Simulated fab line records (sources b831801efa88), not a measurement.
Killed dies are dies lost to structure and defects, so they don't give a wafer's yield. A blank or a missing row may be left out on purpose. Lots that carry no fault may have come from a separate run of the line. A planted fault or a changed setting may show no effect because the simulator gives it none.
Which of the tools did it?	flow gf180mcu	6 lots with 18 wafers sampled at 4 steps, on a route of 602 steps

WHAT THE GAUGES READ, wafer by wafer
GF_M3_CD_MEAS_14: the cd target is 280 nm.
lot	measured	on	cdNm (nm)
L370	day 21 20:52	cdSem-02	279.3 278.8 279.4
L372	day 22 20:50	cdSem-02	277.5 278.7 277.4
L377	day 24 16:44	cdSem-02	279.8 278.7 279.1
L379	day 25 05:22	cdSem-01	279.6 279.6 280.6
L384	day 26 18:37	cdSem-01	281.0 280.1 282.5
L386	day 27 07:46	cdSem-01	272.8 257.0 273.4

TOOL THAT RAN EACH LOT (tool first, then ch and the chambers of the sampled wafers, then the start)
lot	GF_V2_SPUTTER_21	GF_M3_SPUTTER_01	GF_M3_EXPOSE_11
L370	pvdSputter-02, day 20 19:27	pvdSputter-04, day 20 20:15	krfScanner-02 ch 0, day 21 08:46
L372	pvdSputter-01, day 21 20:37	pvdSputter-04, day 21 21:25	krfScanner-01 ch 0, day 22 09:23
L377	pvdSputter-02, day 23 17:34	pvdSputter-04, day 23 18:22	krfScanner-01 ch 0, day 24 05:34
L379	pvdSputter-02, day 24 06:28	pvdSputter-04, day 24 07:26	krfScanner-02 ch 0, day 24 19:13
L384	pvdSputter-01, day 25 20:50	pvdSputter-02, day 25 21:38	krfScanner-02 ch 0, day 26 07:59
L386	pvdSputter-02, day 26 11:16	pvdSputter-03, day 26 12:04	krfScanner-02 ch 0, day 26 22:01
- GF_V2_SPUTTER_21: material Ti, target thk 15 nm, time 80.02 s.
- GF_M3_SPUTTER_01: material TiN, target thk 30 nm, time 25 s.
- GF_M3_EXPOSE_11: exposes mask Metal3, target cd 280 nm.

THE ANSWER, worked out from the rows above alone
Rule: the usual values come from the lots themselves. The widest of any qualifying gaps counts: lots, ordered by their means at a reading, are off when they make up no more than a third of the lots, leave a main group of 4 or more, and stand apart from it by 3 or more times the standard deviation of that group's means. If all means in a main group match to the digits the tables above print for the reading, that group is not used. Also off: a lot with no number at a reading for which 4 or more lots have one. All remaining lots with rows at the step are treated as sound.
Off at GF_M3_CD_MEAS_14 (cdNm): L386. The main group: mean 279.5 nm, standard deviation 1.1.
If a tool, at a process step before that reading, ran all the lots that are off and no sound lot after the first of them, it fits. The gauges at GF_M3_CD_MEAS_14 are tried like those tools. Can't be told from this: 4 tools fit, pvdSputter-02 at GF_V2_SPUTTER_21, pvdSputter-03 at GF_M3_SPUTTER_01, krfScanner-02 at GF_M3_EXPOSE_11, cdSem-01 at GF_M3_CD_MEAS_14.

WHAT THE SIMULATOR HAD INSERTED
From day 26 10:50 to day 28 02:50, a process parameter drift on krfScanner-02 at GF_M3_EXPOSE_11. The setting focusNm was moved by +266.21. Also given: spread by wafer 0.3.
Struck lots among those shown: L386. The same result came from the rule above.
